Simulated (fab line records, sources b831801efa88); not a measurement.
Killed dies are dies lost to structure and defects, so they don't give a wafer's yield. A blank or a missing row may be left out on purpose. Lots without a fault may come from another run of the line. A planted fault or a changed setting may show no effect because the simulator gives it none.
Which tool did it? | flow gf180mcu | 12 lots, 36 wafers sampled, at 4 steps of a route of 602

WHAT THE GAUGES READ, wafer by wafer
GF_M1_CD_MEAS_14: target cd 230 nm. Usual: cd_nm 229.9 nm, standard deviation 1.2.
lot  | measured     | on        | cd_nm (nm)        | flag
L943 | day 17 08:32 | cd_sem-02 | 230.5 229.1 230.2 |
L944 | day 17 16:07 | cd_sem-02 | 228.9 228.0 228.6 |
L946 | day 18 08:26 | cd_sem-02 | 229.1 230.5 229.0 |
L947 | day 18 11:51 | cd_sem-01 | 230.6 231.7 231.3 |
L949 | day 19 01:46 | cd_sem-01 | 229.4 229.7 231.4 |
L953 | day 20 23:00 | cd_sem-01 | 230.2 229.2 229.9 |
L957 | day 22 14:17 | cd_sem-01 | 228.6 229.7 229.6 |
L959 | day 23 04:47 | cd_sem-02 | 230.4 231.3 230.7 |
L960 | day 23 11:26 | cd_sem-01 | 231.7 231.9 232.3 |
L964 | day 24 11:55 | cd_sem-01 | 226.8 228.1 227.0 |
L965 | day 24 21:46 | cd_sem-01 | 231.4 230.8 230.0 |
L966 | day 25 03:09 | cd_sem-01 | 230.1 229.4 229.4 |

GF_V2_THK_MEAS_03. Usual: V2_CVD_02_THK 851 nm, standard deviation 11.
lot  | measured     | on            | V2_CVD_02_THK (nm) | flag
L943 | day 19 12:23 | film_metro-02 | 852 872 865        |
L944 | day 19 21:10 | film_metro-03 | 842 850 837        |
L946 | day 20 12:22 | film_metro-01 | 845 838 857        |
L947 | day 20 15:04 | film_metro-01 | 845 839 861        |
L949 | day 21 06:40 | film_metro-03 | 851 854 851        |
L953 | day 23 01:46 | film_metro-02 | 842 870 854        |
L957 | day 24 15:55 | film_metro-01 | 674 692 684        | OFF
L959 | day 25 05:07 | film_metro-02 | 698 706 712        | OFF
L960 | day 25 11:43 | film_metro-02 | 836 849 858        |
L964 | day 26 10:59 | film_metro-03 | 839 842 843        |
L965 | day 26 20:50 | film_metro-01 | 849 869 853        |
L966 | day 27 00:34 | film_metro-02 | 858 875 859        |

WHICH TOOL RAN EACH LOT (tool, then ch and the chambers of the sampled wafers, then the start)
lot  | GF_M1_METAL_ETCH_16               | GF_V2_CVD_02
L943 | rie_metal-03 ch 0,1, day 17 08:41 | pecvd-01 ch 0,1,2, day 19 12:18
L944 | rie_metal-04 ch 0,1, day 17 16:16 | pecvd-02 ch 0,1,2, day 19 21:06
L946 | rie_metal-04 ch 0,1, day 18 08:34 | pecvd-02 ch 0,1, day 20 12:17
L947 | rie_metal-04 ch 0,1, day 18 12:00 | pecvd-02 ch 0,1,2, day 20 14:59
L949 | rie_metal-04 ch 0,1, day 19 01:54 | pecvd-02 ch 1,2, day 21 06:35
L953 | rie_metal-02 ch 0, day 20 23:09   | pecvd-04 ch 0,2, day 23 01:41
L957 | rie_metal-02 ch 0,1, day 22 14:26 | pecvd-01 ch 0,1,2, day 24 15:50
L959 | rie_metal-03 ch 0, day 23 04:56   | pecvd-01 ch 1,2, day 25 05:02
L960 | rie_metal-02 ch 1, day 23 11:35   | pecvd-04 ch 0,1,2, day 25 11:38
L964 | rie_metal-04 ch 0,1, day 24 12:02 | pecvd-02 ch 0,2, day 26 10:54
L965 | rie_metal-03 ch 1, day 24 21:53   | pecvd-04 ch 0,2, day 26 20:46
L966 | rie_metal-04 ch 0,1, day 25 03:18 | pecvd-04 ch 0,1,2, day 27 00:28
- GF_M1_METAL_ETCH_16: etches the open film in Cl2/BCl3, stops on SiO2, target depth 627.5 nm, time 104.6 s.
- GF_V2_CVD_02: deposits SiO2 from TEOS, target thk 850 nm, time 94.851 s.

WHAT THE TOOLS THEMSELVES READ (means of the sampled wafers that have a number; where no wafer has one, the mark that the record gives instead)
GF_M1_METAL_ETCH_16. Usual: bcl3_flow_sccm 39.99 sccm, standard deviation 0.12; drypump_motor_current_A 5.9 A, standard deviation 0.35; he_backside_leak_sccm 3.24 sccm, standard deviation 0.19; oes_product_au 0.975 a.u., standard deviation 0.0063; throttle_valve_pct 28.246 %, standard deviation 0.011.
lot  | tool         | bcl3_flow_sccm (sccm) | drypump_motor_current_A (A) | he_backside_leak_sccm (sccm) | oes_product_au (a.u.) | throttle_valve_pct (%) | flag
L943 | rie_metal-03 | 40.03                 | 5.9                         | 3.43                         | 0.979                 | 28.229                 |
L944 | rie_metal-04 | 40.07                 | 6.2                         | 3.15                         | 0.971                 | 28.248                 |
L946 | rie_metal-04 | 40.04                 | 6.1                         | 3.24                         | 0.980                 | 28.247                 |
L947 | rie_metal-04 | 39.94                 | 6.2                         | 3.16                         | 0.973                 | 28.246                 |
L949 | rie_metal-04 | 39.94                 | 6.1                         | 3.17                         | 0.975                 | 28.239                 |
L953 | rie_metal-02 | 40.05                 | 5.4                         | 3.14                         | 0.984                 | 28.240                 |
L957 | rie_metal-02 | 40.05                 | 5.5                         | 3.13                         | 0.974                 | 28.249                 |
L959 | rie_metal-03 | 39.97                 | 6.5                         | 3.18                         | 0.972                 | 28.254                 |
L960 | rie_metal-02 | 40.18                 | 5.7                         | 3.11                         | 0.968                 | 28.252                 |
L964 | rie_metal-04 | 40.03                 | 6.2                         | 3.23                         | 0.967                 | 28.256                 |
L965 | rie_metal-03 | 39.94                 | 5.6                         | 3.72                         | 0.977                 | 28.253                 |
L966 | rie_metal-04 | 39.99                 | 6.1                         | 3.22                         | 0.979                 | 28.245                 |

GF_V2_CVD_02. Usual: heater_power_outer_w 417 W, standard deviation 70; heater_power_w 705 W, standard deviation 88.
lot  | tool     | heater_power_outer_w (W) | heater_power_w (W) | flag
L943 | pecvd-01 | 404                      | 661                |
L944 | pecvd-02 | 387                      | 694                |
L946 | pecvd-02 | 397                      | 711                |
L947 | pecvd-02 | 390                      | 699                |
L949 | pecvd-02 | 355                      | 662                |
L953 | pecvd-04 | 369                      | 634                |
L957 | pecvd-01 | 430                      | 701                |
L959 | pecvd-01 | 437                      | 675                |
L960 | pecvd-04 | 449                      | 734                |
L964 | pecvd-02 | 352                      | 632                |
L965 | pecvd-04 | 454                      | 747                |
L966 | pecvd-04 | 395                      | 691                |

THE ANSWER, worked out from the rows above alone
Rule: a lot is off if the mean of its wafers that have a number lies more than 3 standard deviations from the usual mean. A lot without any number at a reading at which 4 lots or more have one is off too. The other lots that the step has rows for count as sound. The gauges are gone through in route order, then the tools' own readings, and for those a lot's mean is taken as printed above. The first step at which some lot is off is used, and at that step the reading that is off furthest; a lot without a number counts as furthest.
Off: L957, L959, at GF_V2_THK_MEAS_03 (V2_CVD_02_THK).
A tool fits if, at a process step before that reading, it ran every lot that is off, and no sound lot after the first of them. The gauges at GF_V2_THK_MEAS_03 are tried like those tools. One fits: pecvd-01 at GF_V2_CVD_02. Its last sound lot is L943 (day 19 12:18), its first lot that is off L957 (day 24 15:50): a fault that began between those two fits.

WHAT THE SIMULATOR HAD PUT IN
Process parameter drift: pecvd-01, from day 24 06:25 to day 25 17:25, at GF_V2_CVD_02. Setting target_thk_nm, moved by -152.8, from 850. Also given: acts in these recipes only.
Lots struck among those shown: L957, L959. The rule above found the same.
